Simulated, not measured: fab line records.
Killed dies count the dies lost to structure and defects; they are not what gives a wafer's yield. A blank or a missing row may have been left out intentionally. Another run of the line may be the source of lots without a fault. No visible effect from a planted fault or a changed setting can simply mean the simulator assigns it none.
A struck lot beside a sound one | flow sky130 | 15 steps out of a route of 708
Sound: wafers L224.1, L224.2, L224.5. Struck: wafer L213.3. (L213.1 of the same lot was not struck and is left out.) The cause comes at the end.
For every step that has rows: the tool of each side, followed by ch and its chambers, followed by its first start. Under that, the readings that differ: sound wafers | struck wafers | difference of the means | sigmas: that difference in standard deviations of wafers without a fault.
alike: a reading whose means differ by less than 2 such deviations, as well as words and numbers matching on both sides. not compared: withheld readings; readings where some wafer has no value; bounds like >300 that might hide an equal value; numbers whose values overlap and for which the record gives no deviation.
The two part at a step that has a row with sigmas, a row that says differs or no value, or rows on one side only. Numbers that have no deviation but don't overlap get no sigmas and don't part them. A reading that every wafer of one side lacks parts them only if that side has two wafers or more.

first, 9 steps without rows for these wafers: SKY_CAP2M_CLEAN_17 (cleans in O3/DIW); SKY_METAL4_DEHYDRATE_05 (time 60 s); SKY_METAL4_HMDS_06 (prime time 60 s); SKY_METAL4_COAT_07 (resist thk 60 nm); SKY_METAL4_COAT_08 (resist thk 1140 nm); SKY_METAL4_SOFTBAKE_09 (time 90 s); SKY_METAL4_EXPOSE_10 (exposes mask MM4, target cd 300 nm); SKY_METAL4_PEB_11; SKY_METAL4_DEVELOP_12 (develop time 60 s).
SKY_METAL4_CD_MEAS_13 targets a cd of 300 nm.
  sound on cd_sem-01 at day 47 04:13; struck on cd_sem-01 at day 44 12:01
  alike: cd_nm
SKY_METAL4_OVL_MEAS_14:
  sound on overlay-01 at day 47 04:20; struck on overlay-02 at day 44 12:08
  reading         | sound   | struck | difference | sigmas
  METAL4_OVL (nm) | 11 17 7 | -5     | -17        | -3
SKY_METAL4_DESCUM_15: chemistry O2, time 8 s.
  sound on rie_metal-04 ch 0,1, day 47 04:22; struck on rie_metal-01 ch 0, day 44 12:10
  reading                        | sound               | struck | difference | sigmas
  chamber_pressure_mTorr (mTorr) | 10.018 9.975 10.008 | 10.029 | +0.029     | +3
  alike: drypump_motor_current_A, oes_product_au
  not compared: rf_hours_counter_h
SKY_METAL4_ETCH_16: etches BARC in N2/H2, stops on SiO2, time 88.2 s, target depth 60 nm.
  sound on rie_metal-04 ch 0,1, day 47 04:24; struck on rie_metal-01 ch 0, day 44 12:12
  reading               | sound             | struck | difference | sigmas
  oes_product_au (a.u.) | 0.627 0.633 0.618 | 0.638  | +0.012     | +3
  run_length_s (s)      | 116.8 116.1 116.7 | 111.4  | -5.1       | -14
  alike: chamber_pressure_mTorr, drypump_motor_current_A, throttle_valve_pct
  not compared: rf_hours_counter_h
SKY_METAL4_ETCH_17: etches SiO2 in C4F8/O2/Ar, stops on TiN, time 3.9 s, target depth 15 nm.
  sound on rie_diel-04 ch 0,1,2, day 47 04:30; struck on rie_diel-03 ch 0, day 44 12:18
  alike: chamber_pressure_mTorr, oes_product_au
  not compared: rf_hours_counter_h
-- the record jumps here: 4 days lie between the struck wafers' starts before and after (it left off in module METAL4 and takes up again in module PAD_OPEN, whose first step shown is number 708 of the route) --
SKY_PAD_OPEN_PROBE_99:
  sound on prober-01 at day 50 12:11; struck on prober-02 at day 48 05:20
  alike: defect_limited_yield, killed_at_M0_to_M3, killed_at_M4_up, killed_at_contacts, killed_at_front_end, killed_at_other, killed_dies, killed_open, killed_short, sort_bin_3_pad_short, sort_bin_5_function, sort_bin_6_memory, sort_n_pass, sort_yield_pct

## WHERE THEY PART
Last at SKY_METAL4_ETCH_16 as far as this record goes, first at SKY_METAL4_OVL_MEAS_14. Later steps at which nothing parts them and some readings are alike: SKY_METAL4_ETCH_17, SKY_PAD_OPEN_PROBE_99.

WHY: what had been put in by the simulator
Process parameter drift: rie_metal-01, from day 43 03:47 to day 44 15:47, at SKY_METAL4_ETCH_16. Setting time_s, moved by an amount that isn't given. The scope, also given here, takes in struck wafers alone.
